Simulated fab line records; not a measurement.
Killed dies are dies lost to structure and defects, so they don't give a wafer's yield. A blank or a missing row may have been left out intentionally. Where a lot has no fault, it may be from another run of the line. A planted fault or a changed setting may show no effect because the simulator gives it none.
8D (eight disciplines) problem report, filled in by code | flow sky130 | the parts of the form that need people (team, actions taken, sign-off) are left out

## 1. WHAT IS WRONG
killed_at_M4_up at SKY_PAD_OPEN_PROBE_99 reads a mean of 44.0 on 2 wafers of 1 lot; wafers without a fault read 3.1 with a standard deviation of 1.9. That puts it +22 standard deviations away from the usual mean.
Seen first at day 50 11:40 on prober-02, wafer L942.4. Wafers with a number at this step in the record: 6, from 2 lots. Rule for "out", or "out of limits": more than 4 standard deviations from the usual mean. The other wafers with a number count as sound.

## 2. WHAT THIS IS AND IS NOT
question                    | is                | is not
which readings at this step | killed_at_M4_up   | killed_at_M0_to_M3, killed_at_contacts, killed_at_front_end, killed_at_other, killed_open, killed_short, sort_bin_6_memory
which lots                  | L942              | L931
which wafers of those lots  | L942.4, L942.6    | L942.5
read on which tools         | prober-02         | prober-01
when                        | from day 50 11:40 | up to then (3 sound wafers); but 1 sound wafer of L942 came after

## 3. THE SUSPECTS, EACH WITH WHAT RULES IT OUT
Counting: a tool at a process step up to the reading stays a suspect if it ran every lot that is out. Sound lots after the first of them don't rule it out here, since some wafers of a struck lot are sound.
- cmp-01 at SKY_VIA2_CMP_24 (polishes, stops on SiO2, t overpolish 20 s, target thk 0 nm): kept. It ran the lot that is out, L942 (day 42 10:49).
- pvd_sputter-01 at SKY_METAL3_SPUTTER_02 (material AlCu, target thk 735 nm, time 39.1 s): kept. It ran the lot that is out, L942 (day 42 11:04); its last sound lot up to then is L931 (day 38 11:07).
- pvd_sputter-02 at SKY_METAL4_SPUTTER_02 (material AlCu, target thk 735 nm, time 39.1 s): kept. It ran the lot that is out, L942 (day 45 11:16); its last sound lot up to then is L931 (day 41 16:47).
- prober-02 at SKY_PAD_OPEN_PROBE_99: kept. It ran the lot that is out, L942 (day 50 11:40). On those wafers its own readings are out: killed_at_M4_up.
- Within cmp-01 at SKY_VIA2_CMP_24: the wafers that are out ran in chambers 0, 1; their sound lot-mates ran in chamber 3.
Left after counting: cmp-01 at SKY_VIA2_CMP_24, pvd_sputter-01 at SKY_METAL3_SPUTTER_02, pvd_sputter-02 at SKY_METAL4_SPUTTER_02, prober-02 at SKY_PAD_OPEN_PROBE_99.

## 4. THE CAUSE (what the simulator had put in)
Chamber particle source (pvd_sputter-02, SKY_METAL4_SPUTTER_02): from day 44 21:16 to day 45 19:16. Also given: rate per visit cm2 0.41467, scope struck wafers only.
4 suspects survive the count, and this tool is in that group.

## 5. THE CHAIN OF EFFECTS, in route order
One row per reading whose mean, taken over the struck wafers that have a number, lies over 3 standard deviations from the usual. Only readings for which the record gives a usual standard deviation are gone through. hours: the time from each lot's start at the first step in this table that gives one to its start at this step, as a median over the lots. sigmas: the change in usual standard deviations.
hours | step                  | reading              | usual  | on struck wafers | change | sigmas
0     | SKY_PAD_OPEN_PROBE_99 | defect_limited_yield | 82.4 % | 73.9             | -8.5   | -4.0
0     | SKY_PAD_OPEN_PROBE_99 | killed_at_M4_up      | 3.1    | 44.0             | +40.9  | +22
0     | SKY_PAD_OPEN_PROBE_99 | killed_dies          | 86     | 128              | +42    | +4.2
0     | SKY_PAD_OPEN_PROBE_99 | sort_bin_5_function  | 10.3 % | 16.0             | +5.7   | +3.6
0     | SKY_PAD_OPEN_PROBE_99 | sort_n_pass          | 406    | 364              | -42    | -4.2
0     | SKY_PAD_OPEN_PROBE_99 | sort_yield_pct       | 82.4 % | 73.9             | -8.5   | -4.0
Process steps it contains:
- SKY_PAD_OPEN_PROBE_99

## 6. WHAT WOULD HAVE CAUGHT IT SOONER
In this record the first reading out of limits was taken at day 50 11:40, 134 hours after the fault began at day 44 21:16.
Of the tool readings at SKY_METAL4_SPUTTER_02 for which the record gives a usual standard deviation, none was out on any struck wafer, so an alarm limit of 4 standard deviations on them would not have fired.
By day 50 11:40, every lot that is out (1) had started SKY_METAL4_SPUTTER_02 on pvd_sputter-02. Tool hold at that time: it would have spared none of them.
